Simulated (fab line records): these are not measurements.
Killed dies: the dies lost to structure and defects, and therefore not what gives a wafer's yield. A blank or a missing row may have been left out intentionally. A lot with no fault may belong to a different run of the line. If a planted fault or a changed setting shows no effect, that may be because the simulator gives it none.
fab line records	flow sfq-line
record lots=6	wafers=18	last-day=91
route steps=325 shown I3@137 M4@148 I4@163 JJ@178 M8@325
lots with no fault: from the same line, run without faults
start-h: hours from the record's first day to the start of the lot's first wafer shown	wait-h: hours since the lot's step before	" the same as in the row above	L1.1+2: one row covering several wafers at once	- value missing, or start not given	* or withheld: withheld	< > ~ a bound
route shown NAME@n: a module of which the file shows steps, and the number in the route of the first	usual: mean and standard deviation over wafers with no fault	same: alike in all rows	chamber/n: place in a boat	sites: per-site readings	_std_site: their standard deviation	_edge_site: inner sites' mean taken away from outer sites' mean	radius-mm: for every site, how far away it sits from the centre of the wafer	mask NAME#n: copy n	behind: tool/chamber where the wafer was last shaped	hold: the reason the lot was held/the length of the hold in hours/how it ended	device: the n, p or np transistor that did not switch	end of line: the tests these same wafers got at the end of their route	where a step has no rows: the recipe by itself	killed: dies lost to structure and defects at the first sort, not the wafer's yield	map: per-die view of a wafer (x killed, . not killed, _ where there is no die)
set.NAME: the run value of the setting; set.NAME@STEP: its run value at that earlier step	model.NAME: the simulator's own value behind a step, which no gauge read
lots at some steps of the route; a table a step, a row a wafer
services: a tool's chamber out of use, with start hour (start-h, from the record's first day; less than 0 if before it), hours out, and reason
## steps
# step SFQ_TRILAYER_I3_VIA_LITHO_COAT_090
# recipe resist=BARC	spin-rpm=3000	resist-thk-nm=62
# step SFQ_TRILAYER_I3_VIA_LITHO_COAT_085
# recipe resist=KrF	spin-rpm=3000	resist-thk-nm=650
# step SFQ_TRILAYER_I3_VIA_LITHO_SOFTBAKE_089
# recipe temp-c=withheld	time-s=withheld	resist=KrF
# step SFQ_TRILAYER_I3_VIA_LITHO_EXPOSE_086
# recipe mask-id=I3	na=0.6	source-shape=conventional	sigma-outer=0.65	target-cd-nm=500	dose-mj=21.3
# step SFQ_TRILAYER_I3_VIA_LITHO_PEB_088
# recipe peb-temp-c=115	peb-time-s=60	resist=KrF
# step SFQ_TRILAYER_I3_VIA_LITHO_DEVELOP_087
# recipe time-s=60	resist=KrF
# step SFQ_I3_OVL_MEAS_923
# usual I3_OVL=0/5.8
lot.wafer	tool	chamber	start-h	wait-h	I3_OVL[nm]
L670.1	overlay-01	-	1016.88	0.1	6
L670.2	"	-	"	"	3
L670.6	"	-	"	"	5
L672.2	overlay-01	-	1049.08	0.1	5
L672.3	"	-	"	"	12
L672.5	"	-	"	"	9
L682.3	overlay-02	-	1129.30	0.1	-5
L682.5	"	-	"	"	-6
L682.6	"	-	"	"	1
L683.2	overlay-02	-	1137.48	0.1	9
L683.5	"	-	"	"	3
L683.6	"	-	"	"	10
L688.1	overlay-02	-	1173.60	0.1	-7
L688.4	"	-	"	"	-1
L688.6	"	-	"	"	-2
L691.3	overlay-02	-	1215.86	0.1	2
L691.5	"	-	"	"	-2
L691.6	"	-	"	"	2
# step SFQ_TRILAYER_I3_VIA_BARC_OPEN_VIA_ETCH_121
# recipe mask-material=PR	chemistry=O2	target-depth-nm=125	target=BARC	source-w=500	bias-w=80	pressure-mtorr=30	time-s=41.7
# step SFQ_TRILAYER_I3_VIA_ETCH_VIA_ETCH_088
# recipe target=SiO2	stop-on=Nb	mask-material=PR	taper-deg=20	chemistry=CHF3	target-depth-nm=260	source-w=500	bias-w=80	pressure-mtorr=30	time-s=withheld
# step SFQ_TRILAYER_I3_VIA_STRIP_STRIP_089
# recipe gas=O2	power-w=200	platen-temp-c=40	overash-fraction=0.65	chemistry=O2	pressure-mtorr=50
# usual drypump-motor-current-A=5.4/0.44	oes-product-au=0.999/0.01
lot.wafer	tool	chamber	start-h	wait-h	drypump-motor-current-A	oes-product-au	rf-hours-counter-h
L670.1	rie-metal-01	0	1017.07	-	5.9	1.003	6
L670.2	"	0	"	"	5.8	1.003	-
L670.6	"	0	"	"	5.8	0.999	-
L672.2	rie-metal-03	0	1049.26	-	5.6	1.007	62
L672.3	"	1	"	"	4.9	1.003	-
L672.5	"	0	"	"	5.6	1.011	-
L682.3	rie-metal-03	1	1129.67	-	4.9	1.001	-
L682.5	"	1	"	"	4.9	0.999	-
L682.6	"	0	"	"	5.6	0.992	-
L683.2	rie-metal-01	1	1137.67	-	5.0	0.998	15
L683.5	"	1	"	"	5.0	1.001	-
L683.6	"	0	"	"	5.8	1.001	-
L688.1	rie-metal-01	1	1173.79	-	5.0	0.989	19
L688.4	"	1	"	"	5.0	0.982	-
L688.6	"	1	"	"	5.0	0.987	-
L691.3	rie-metal-02	1	1216.24	-	4.8	0.986	-
L691.5	"	0	"	"	5.8	0.997	-
L691.6	"	1	"	"	4.8	0.988	-
# step SFQ_TRILAYER_I3_VIA_STRIP_SOLV_CLEAN_090
# recipe chemistry=NMP	temp-c=70	time-s=600
# step SFQ_TRILAYER_M4_DEP_PRE_CLEAN_092
# recipe gas=Ar	time-s=22.5	bias-v=250
# step SFQ_TRILAYER_M4_DEP_SPUTTER_091
# recipe material=Nb	base-pressure-pa=1.33e-06	chamber-pressure-pa=0.1333	substrate-temp-c=20	resputter-cathode-voltage-v=400	target-thk-nm=200	power-w=2000	time-s=133.3
# usual throttle-valve-pct=29.6/1.1
lot.wafer	tool	chamber	start-h	wait-h	throttle-valve-pct	model.Nb_of_TRILAYER_M4_DEP_SPUTTER_091.thk-nm
L670.1	pvd-sputter-05	-	1018.48	0.0	32.7	205
L670.2	"	-	"	"	27.7	202
L670.6	"	-	"	"	32.4	204.9
L672.2	pvd-sputter-03	-	1050.06	0.0	29.8	194.8
L672.3	"	-	"	"	30.1	194.2
L672.5	"	-	"	"	29.8	194.6
L682.3	pvd-sputter-05	-	1130.30	0.0	27.8	124.2
L682.5	"	-	"	"	29.8	202
L682.6	"	-	"	"	27.8	123.8
L683.2	pvd-sputter-05	-	1138.47	0.0	30.3	197.8
L683.5	"	-	"	"	32.4	199.9
L683.6	"	-	"	"	30.1	120.6
L688.1	pvd-sputter-06	-	1175.20	0.0	29.8	199.7
L688.4	"	-	"	"	29.0	202.1
L688.6	"	-	"	"	29.8	201.2
L691.3	pvd-sputter-06	-	1216.85	0.0	29.2	200
L691.5	"	-	"	"	28.8	201.9
L691.6	"	-	"	"	29.9	201.1
# step SFQ_M4_RS_MEAS_924
# recipe thk-meas-gauge=four-point-probe	reads=Nb_of_TRILAYER_M4_DEP_SPUTTER_091
# usual M4_NB_RS=0.892/0.011
lot.wafer	tool	chamber	start-h	wait-h	M4_NB_RS[ohm/sq]
L670.1	film-metro-01	-	1018.57	0.0	0.867
L670.2	"	-	"	"	0.880
L670.6	"	-	"	"	0.869
L672.2	film-metro-03	-	1050.17	0.1	0.915
L672.3	"	-	"	"	0.918
L672.5	"	-	"	"	0.916
L682.3	film-metro-01	-	1130.43	0.1	1.440
L682.5	"	-	"	"	0.879
L682.6	"	-	"	"	1.446
L683.2	film-metro-01	-	1138.58	0.1	0.898
L683.5	"	-	"	"	0.889
L683.6	"	-	"	"	1.484
L688.1	film-metro-04	-	1175.29	0.0	0.892
L688.4	"	-	"	"	0.881
L688.6	"	-	"	"	0.886
L691.3	film-metro-04	-	1216.98	0.1	0.892
L691.5	"	-	"	"	0.883
L691.6	"	-	"	"	0.885
# step SFQ_TRILAYER_M4_LITHO_COAT_098
# recipe resist=BARC	spin-rpm=3000	resist-thk-nm=62
# step SFQ_TRILAYER_M4_LITHO_COAT_093
# recipe resist=KrF	spin-rpm=3000	resist-thk-nm=600
# step SFQ_TRILAYER_M4_LITHO_SOFTBAKE_097
# recipe temp-c=withheld	time-s=withheld	resist=KrF
# step SFQ_TRILAYER_M4_LITHO_EXPOSE_094
# recipe mask-id=M4	na=0.6	source-shape=conventional	sigma-outer=0.65	target-cd-nm=500	dose-mj=14.4
# step SFQ_TRILAYER_M4_LITHO_PEB_096
# recipe peb-temp-c=115	peb-time-s=60	resist=KrF
# step SFQ_TRILAYER_M4_LITHO_DEVELOP_095
# recipe time-s=60	resist=KrF
# step SFQ_M4_OVL_MEAS_926
# usual M4_OVL=3/8.5
lot.wafer	tool	chamber	start-h	wait-h	M4_OVL[nm]
L670.1	overlay-02	-	1021.32	0.1	9
L670.2	"	-	"	"	16
L670.6	"	-	"	"	13
L672.2	overlay-02	-	1052.59	0.1	4
L672.3	"	-	"	"	10
L672.5	"	-	"	"	6
L682.3	overlay-01	-	1132.96	0.1	5
L682.5	"	-	"	"	2
L682.6	"	-	"	"	5
L683.2	overlay-01	-	1141.00	0.1	-7
L683.5	"	-	"	"	-8
L683.6	"	-	"	"	-11
L688.1	overlay-02	-	1177.72	0.1	7
L688.4	"	-	"	"	1
L688.6	"	-	"	"	-1
L691.3	overlay-01	-	1220.54	0.1	-7
L691.5	"	-	"	"	-1
L691.6	"	-	"	"	-1
# step SFQ_TRILAYER_M4_BARC_OPEN_METAL_ETCH_123
# recipe mask-material=PR	chemistry=O2	target-depth-nm=125	target=BARC	icp-w=600	bias-w=80	pressure-mtorr=10	time-s=41.7
# usual drypump-motor-current-A=5.5/0.49	oes-product-au=0.685/0.005
lot.wafer	tool	chamber	start-h	wait-h	drypump-motor-current-A	oes-product-au	rf-hours-counter-h
L670.1	rie-metal-04	1	1021.35	0.0	6.2	0.693	120
L670.2	"	0	"	"	5.0	0.683	11
L670.6	"	1	"	"	6.2	0.687	-
L672.2	rie-metal-04	1	1052.62	0.0	6.2	0.692	123
L672.3	"	0	"	"	5.0	0.683	-
L672.5	"	1	"	"	6.2	0.686	-
L682.3	rie-metal-03	0	1133.01	0.0	5.7	0.688	-
L682.5	"	0	"	"	5.6	0.689	-
L682.6	"	1	"	"	4.9	0.690	-
L683.2	rie-metal-04	1	1141.05	0.0	6.2	0.679	-
L683.5	"	1	"	"	6.2	0.681	-
L683.6	"	1	"	"	6.2	0.676	-
L688.1	rie-metal-01	1	1177.75	0.0	5.0	0.685	20
L688.4	"	1	"	"	5.0	0.679	-
L688.6	"	1	"	"	5.0	0.686	-
L691.3	rie-metal-03	1	1220.58	0.0	4.9	0.687	-
L691.5	"	0	"	"	5.7	0.681	-
L691.6	"	1	"	"	4.9	0.681	-
# step SFQ_TRILAYER_M4_ETCH_METAL_ETCH_096
# recipe target=Nb	stop-on=SiO2	mask-material=PR	chemistry=Cl2/Ar	target-depth-nm=240	icp-w=600	bias-w=80	pressure-mtorr=10	time-s=120
# usual drypump-motor-current-A=5.5/0.48	oes-product-au=0.894/0.0082
lot.wafer	tool	chamber	start-h	wait-h	drypump-motor-current-A	oes-product-au	rf-hours-counter-h
L670.1	rie-metal-04	1	1021.41	0.0	6.2	0.905	120
L670.2	"	0	"	"	5.0	0.909	11
L670.6	"	1	"	"	6.2	0.907	-
L672.2	rie-metal-04	1	1052.68	0.0	6.2	0.874	123
L672.3	"	0	"	"	5.0	0.874	-
L672.5	"	1	"	"	6.2	0.882	-
L682.3	rie-metal-03	0	1133.09	0.1	5.6	0.699	-
L682.5	"	0	"	"	5.6	0.906	-
L682.6	"	1	"	"	4.9	0.705	-
L683.2	rie-metal-04	1	1141.19	0.1	6.2	0.892	-
L683.5	"	1	"	"	6.2	0.891	-
L683.6	"	1	"	"	6.2	0.690	-
L688.1	rie-metal-01	1	1177.81	0.0	5.0	0.885	20
L688.4	"	1	"	"	5.0	0.902	-
L688.6	"	1	"	"	5.0	0.906	-
L691.3	rie-metal-03	1	1220.66	0.1	4.9	0.903	-
L691.5	"	0	"	"	5.7	0.898	-
L691.6	"	1	"	"	4.9	0.893	-
# step SFQ_TRILAYER_M4_STRIP_STRIP_097
# recipe gas=O2	power-w=200	platen-temp-c=40	overash-fraction=0.65	chemistry=O2	pressure-mtorr=50
# usual drypump-motor-current-A=5.5/0.48	oes-product-au=1.001/0.0074
lot.wafer	tool	chamber	start-h	wait-h	drypump-motor-current-A	oes-product-au	rf-hours-counter-h
L670.1	rie-metal-04	1	1021.54	0.1	6.2	0.995	120
L670.2	"	0	"	"	5.0	1.013	11
L670.6	"	1	"	"	6.2	0.992	-
L672.2	rie-metal-04	1	1052.81	0.1	6.2	0.997	123
L672.3	"	0	"	"	5.0	0.997	-
L672.5	"	1	"	"	6.2	1.005	-
L682.3	rie-metal-03	0	1133.37	0.2	5.7	1.007	-
L682.5	"	0	"	"	5.7	1.011	-
L682.6	"	1	"	"	4.9	1.011	-
L683.2	rie-metal-04	1	1141.60	0.4	6.1	1.007	-
L683.5	"	1	"	"	6.1	1.002	-
L683.6	"	1	"	"	6.2	1.001	-
L688.1	rie-metal-01	1	1177.94	0.1	5.0	0.989	20
L688.4	"	1	"	"	5.0	0.993	-
L688.6	"	1	"	"	5.0	0.995	-
L691.3	rie-metal-03	1	1220.95	0.2	4.9	0.997	-
L691.5	"	0	"	"	5.6	0.985	-
L691.6	"	1	"	"	4.9	0.999	-
# step SFQ_TRILAYER_M4_STRIP_SOLV_CLEAN_098
# recipe chemistry=NMP	temp-c=70	time-s=600
# step SFQ_TRILAYER_I4_DEP_PECVD_099
# recipe material=SiO2	temp-c=150	time-s=111.11	pressure-torr=2.4	rf-w=183.3	precursor=SiH4/N2O	target-thk-nm=500
# usual heater-power-w=84/13	throttle-valve-pct=25.0/1.6
lot.wafer	tool	chamber	start-h	wait-h	heater-power-w	throttle-valve-pct
L670.1	pecvd-03	0	1022.31	0.0	87	24.3
L670.2	"	2	"	"	67	25.1
L670.6	"	2	"	"	54	25.1
L672.2	pecvd-02	2	1053.58	0.0	94	25.4
L672.3	"	0	"	"	70	27.6
L672.5	"	1	"	"	91	26.4
L682.3	pecvd-02	1	1133.95	0.0	87	26.5
L682.5	"	1	"	"	90	26.8
L682.6	"	2	"	"	89	25.6
L683.2	pecvd-03	2	1142.77	0.0	55	25.4
L683.5	"	0	"	"	81	24.3
L683.6	"	1	"	"	88	24.9
L688.1	pecvd-01	0	1178.71	0.0	90	24.6
L688.4	"	1	"	"	76	23.0
L688.6	"	2	"	"	120	22.8
L691.3	pecvd-02	2	1221.52	0.0	93	25.7
L691.5	"	0	"	"	67	27.6
L691.6	"	2	"	"	96	25.5
# step SFQ_TRILAYER_I4_CMP_CMP_100
# recipe material=SiO2	down-force-psi=3	platen-rpm=60	pad-velocity-m-s=0.94248
# step SFQ_I4_BOW_MEAS_927
# recipe mode=bow
# usual I4_BOW=4/7.3
lot.wafer	tool	chamber	start-h	wait-h	I4_BOW[um]
L670.1	film-metro-03	-	1029.95	1.0	1
L670.2	"	-	"	"	-8
L670.6	"	-	"	"	2
L672.2	film-metro-01	-	1058.29	2.0	4
L672.3	"	-	"	"	5
L672.5	"	-	"	"	14
L682.3	film-metro-03	-	1153.79	2.5	9
L682.5	"	-	"	"	1
L682.6	"	-	"	"	7
L683.2	film-metro-03	-	1160.35	2.0	14
L683.5	"	-	"	"	3
L683.6	"	-	"	"	11
L688.1	film-metro-01	-	1196.40	1.5	8
L688.4	"	-	"	"	3
L688.6	"	-	"	"	-1
L691.3	film-metro-01	-	1224.64	1.5	6
L691.5	"	-	"	"	7
L691.6	"	-	"	"	0
# step SFQ_TRILAYER_I4_METRO_MEASURE_101
# step SFQ_TRILAYER_I4_VIA_LITHO_COAT_108
# recipe resist=BARC	spin-rpm=3000	resist-thk-nm=62
# step SFQ_TRILAYER_I4_VIA_LITHO_COAT_103
# recipe resist=KrF	spin-rpm=3000	resist-thk-nm=650
# step SFQ_TRILAYER_I4_VIA_LITHO_SOFTBAKE_107
# recipe temp-c=withheld	time-s=withheld	resist=KrF
# step SFQ_TRILAYER_I4_VIA_LITHO_EXPOSE_104
# recipe mask-id=I4	na=0.6	source-shape=conventional	sigma-outer=0.65	target-cd-nm=700	dose-mj=21.3
# step SFQ_TRILAYER_I4_VIA_LITHO_PEB_106
# recipe peb-temp-c=115	peb-time-s=60	resist=KrF
# step SFQ_TRILAYER_I4_VIA_LITHO_DEVELOP_105
# recipe time-s=60	resist=KrF
# step SFQ_I4_OVL_MEAS_928
# usual I4_OVL=2/5
lot.wafer	tool	chamber	start-h	wait-h	I4_OVL[nm]
L670.1	overlay-01	-	1183.20	0.1	1
L670.2	"	-	"	"	1
L670.6	"	-	"	"	1
L672.2	overlay-02	-	1209.86	0.1	7
L672.3	"	-	"	"	14
L672.5	"	-	"	"	4
L682.3	overlay-02	-	1286.79	0.1	-7
L682.5	"	-	"	"	-16
L682.6	"	-	"	"	-9
L683.2	overlay-02	-	1297.34	0.1	-4
L683.5	"	-	"	"	3
L683.6	"	-	"	"	2
L688.1	overlay-01	-	1335.98	0.1	3
L688.4	"	-	"	"	1
L688.6	"	-	"	"	-3
L691.3	overlay-01	-	1370.79	0.1	-7
L691.5	"	-	"	"	-1
L691.6	"	-	"	"	-1
# step SFQ_TRILAYER_I4_VIA_BARC_OPEN_VIA_ETCH_146
# recipe mask-material=PR	chemistry=O2	target-depth-nm=125	target=BARC	source-w=500	bias-w=80	pressure-mtorr=30	time-s=41.7
# step SFQ_TRILAYER_I4_VIA_ETCH_VIA_ETCH_106
# recipe target=SiO2	stop-on=Nb	mask-material=PR	taper-deg=20	chemistry=CHF3	target-depth-nm=260	source-w=500	bias-w=80	pressure-mtorr=30	time-s=withheld
# step SFQ_TRILAYER_I4_VIA_STRIP_STRIP_107
# recipe gas=O2	power-w=200	platen-temp-c=40	overash-fraction=0.65	chemistry=O2	pressure-mtorr=50
# usual drypump-motor-current-A=5.4/0.5	oes-product-au=1.001/0.01
lot.wafer	tool	chamber	start-h	wait-h	drypump-motor-current-A	oes-product-au	rf-hours-counter-h
L670.1	rie-metal-03	1	1183.39	-	4.9	0.988	93
L670.2	"	0	"	"	5.6	0.992	81
L670.6	"	1	"	"	4.9	0.993	-
L672.2	rie-metal-02	0	1210.04	-	5.8	1.005	67
L672.3	"	0	"	"	5.8	1.001	-
L672.5	"	0	"	"	5.8	0.995	-
L682.3	rie-metal-02	0	1287.37	-	5.8	1.009	-
L682.5	"	0	"	"	5.8	1.011	-
L682.6	"	0	"	"	5.8	1.013	-
L683.2	rie-metal-02	0	1297.52	-	5.8	1.006	81
L683.5	"	1	"	"	4.8	0.996	-
L683.6	"	0	"	"	5.8	1.006	-
L688.1	rie-metal-04	1	1336.17	-	6.2	0.991	16
L688.4	"	1	"	"	6.2	0.986	-
L688.6	"	1	"	"	6.2	0.994	-
L691.3	rie-metal-03	1	1371.17	-	4.9	0.998	-
L691.5	"	0	"	"	5.7	1.004	-
L691.6	"	1	"	"	4.9	0.986	-
# step SFQ_TRILAYER_I4_VIA_STRIP_SOLV_CLEAN_108
# recipe chemistry=NMP	temp-c=70	time-s=600
# step SFQ_TRILAYER_JJ_TRILAYER_DEP_PRE_CLEAN_113
# recipe gas=Ar	time-s=22.5	bias-v=250
# step SFQ_M8_BOW_MEAS_951
# recipe mode=bow
# usual M8_BOW=10/9.5
lot.wafer	tool	chamber	start-h	wait-h	M8_BOW[um]	model.etest.m4.ohm-um	model.etest.i3.link-ohm	model.etest.m4.ohm-sq	model.etest.i4.link-ohm
L670.1	film-metro-02	-	2000.00	0.0	6	1.74	1.97	0.8692	2.159
L670.2	"	-	"	"	-3	1.762	1.972	0.8823	2.164
L670.6	"	-	"	"	6	1.746	1.951	0.8698	2.152
L672.2	film-metro-03	-	2017.48	0.0	6	1.843	2.01	0.9148	2.212
L672.3	"	-	"	"	8	1.844	2.014	0.9177	2.196
L672.5	"	-	"	"	16	1.846	1.994	0.9155	2.202
L682.3	film-metro-01	-	2136.92	0.0	22	2.861	2.619	1.435	2.7
L682.5	"	-	"	"	13	1.757	1.961	0.8821	2.136
L682.6	"	-	"	"	20	2.869	2.635	1.439	2.702
L683.2	film-metro-02	-	2138.88	0.0	27	1.814	1.984	0.901	2.176
L683.5	"	-	"	"	15	1.792	1.98	0.8916	2.187
L683.6	"	-	"	"	24	2.979	2.675	1.478	2.758
L688.1	film-metro-03	-	2179.83	0.0	3	1.784	1.961	0.8921	2.173
L688.4	"	-	"	"	-2	1.76	1.942	0.8817	2.172
L688.6	"	-	"	"	-5	1.769	1.949	0.8856	2.16
L691.3	film-metro-03	-	2183.47	0.0	9	1.779	1.968	0.8909	2.177
L691.5	"	-	"	"	10	1.762	1.963	0.8828	2.151
L691.6	"	-	"	"	5	1.771	1.969	0.8861	2.164
## services
tool	chamber	start-h	hours	kind
rie-metal-01	-	1004.31	0.3	repair
pecvd-03	1	1016.14	22.2	repair
pecvd-03	-	1024.13	1.5	repair
pvd-sputter-05	-	1072.12	2.2	repair
pecvd-02	2	1076.99	5.4	repair
rie-metal-04	0	1126.82	15.7	repair
rie-metal-03	-	1140.67	1.4	pm
rie-metal-01	1	1148.61	3.9	repair
rie-metal-02	0	1149.82	14.0	repair
pecvd-02	-	1169.52	0.8	repair
rie-metal-01	0	1171.11	2.8	repair
rie-metal-02	-	1206.26	0.6	repair
rie-metal-01	-	1209.65	1.4	pm
pvd-sputter-05	-	1232.18	3.2	repair
rie-metal-01	0	1246.55	4.4	repair
rie-metal-03	-	1257.89	1.5	repair
rie-metal-01	-	1272.46	0.3	repair
rie-metal-04	-	1276.77	15.6	pm
rie-metal-02	1	1284.58	5.0	repair
pvd-sputter-05	-	1313.84	17.3	repair
rie-metal-02	1	1315.02	5.8	repair
pecvd-02	-	1316.75	14.0	pm
pecvd-02	2	1345.72	5.7	repair
rie-metal-04	-	1352.83	28.1	pm
## key
first-sign step=SFQ_M4_RS_MEAS_924	reading=M4_NB_RS	direction=up	sigmas=49	usual=0.892	struck=1.457
effect step=SFQ_TRILAYER_M4_ETCH_METAL_ETCH_096	reading=oes-product-au	direction=down	sigmas=24	usual=0.894	struck=0.698
model-effect step=SFQ_TRILAYER_M4_DEP_SPUTTER_091	value=Nb_of_TRILAYER_M4_DEP_SPUTTER_091.thk-nm	without=199.9	struck=122.9
model-effect step=SFQ_M8_BOW_MEAS_951	value=etest.m4.ohm-um	without=1.784	struck=2.903
met-at SFQ_TRILAYER_M4_DEP_SPUTTER_091
struck-wafers L682.3,L682.6,L683.6
onset-between 1018.48 1130.30
fault kind=process-parameter-drift	tool=pvd-sputter-05	chamber=-	onset-h=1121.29	steps=SFQ_TRILAYER_M4_DEP_SPUTTER_091	channel=target-thk-nm	offset=-77.066	shape=step	end-h=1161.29	scope=struck-wafers-only	acts-in=these-recipes-only	stated=200
